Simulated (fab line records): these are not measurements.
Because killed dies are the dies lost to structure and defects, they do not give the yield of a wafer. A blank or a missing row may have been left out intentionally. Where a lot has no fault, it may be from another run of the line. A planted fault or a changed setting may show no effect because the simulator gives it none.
Problem report, 8D (eight disciplines) form, completed by code || flow gf180mcu || the parts of the form that need people (team, actions taken, sign-off) are left out

## 1. WHAT IS WRONG
At GF_CONTACT_SOFTBAKE_10, heater power total W averages 94.65 W over 6 wafers from 2 lots, while fault-free wafers read 93.05 W, standard deviation 0.054. That is +30 standard deviations from the usual mean.
The step: time 60 s.
First seen on wafer L587.1, day 22 03:00, on litho track-03. The record has a number at this step for 42 wafers belonging to 14 lots. Rule for "out", or "out of limits": more than 4 standard deviations from the usual mean. The other wafers with a number count as sound.

## 2. WHAT IT IS AND WHAT IT IS NOT
{"question": "which readings at this step", "is": "heater power total W, run length s", "is not": "-"}
{"question": "which lots", "is": "L587, L590", "is not": "L569, L571, L574, L575, L576, L578, L579, L580, L586, L588, L591, L592"}
{"question": "which wafers of those lots", "is": "all that have a number", "is not": "-"}
{"question": "read on which tools", "is": "litho track-03", "is not": "litho track-01, litho track-04"}
{"question": "when", "is": "from day 22 03:00", "is not": "up to then (27 sound wafers); but 9 sound wafers of L588, L591, L592 came after"}

## 3. THE SUSPECTS, EACH WITH WHAT RULES IT OUT
Counting: a tool stays on the suspect list if, at a process step up to the reading, it processed all lots that are out and no sound lot following the first of them.
- litho track-03 at GF_CONTACT_SOFTBAKE_10 (time 60 s): kept. Every lot that is out went through it, starting with L587 (day 22 03:00), and after that it ran no sound lot; the last sound lot it ran before then is L580 (day 19 18:00). Its own heater power total W, run length s readings are out on those wafers.
The count leaves litho track-03 at GF_CONTACT_SOFTBAKE_10.

## 4. THE CAUSE (what the simulator had put in)
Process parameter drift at GF_CONTACT_SOFTBAKE_10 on litho track-03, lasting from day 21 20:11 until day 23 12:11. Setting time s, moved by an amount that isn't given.
Counting left only this tool.

## 5. THE EFFECT CHAIN, in route order
Each row: a reading whose mean over the struck wafers that have a number lies more than 3 standard deviations from the usual. Only readings for which the record gives a usual standard deviation are gone through. hours: the time from each lot's start at the first step in this table that gives one to its start at this step, as a median over the lots. sigmas: the change in usual standard deviations.
{"hours": 0, "step": "GF_CONTACT_SOFTBAKE_10", "reading": "heater power total W", "usual": "93.05 W", "on struck wafers": 94.65, "change": "+1.60", "sigmas": "+30"}
{"hours": 0, "step": "GF_CONTACT_SOFTBAKE_10", "reading": "run length s", "usual": "89.0 s", "on struck wafers": 85.9, "change": -3.1, "sigmas": -9.4}
Its process steps:
- GF_CONTACT_SOFTBAKE_10: time 60 s.
Later measuring or inspecting steps at which every struck wafer that the step has a row for has a number for every such reading, and none has moved that far: GF_V2_THK_MEAS_25.

## 6. WHAT WOULD HAVE CAUGHT IT SOONER
First out-of-limits reading in this record: day 22 03:00, which is 7 hours after fault onset at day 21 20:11.
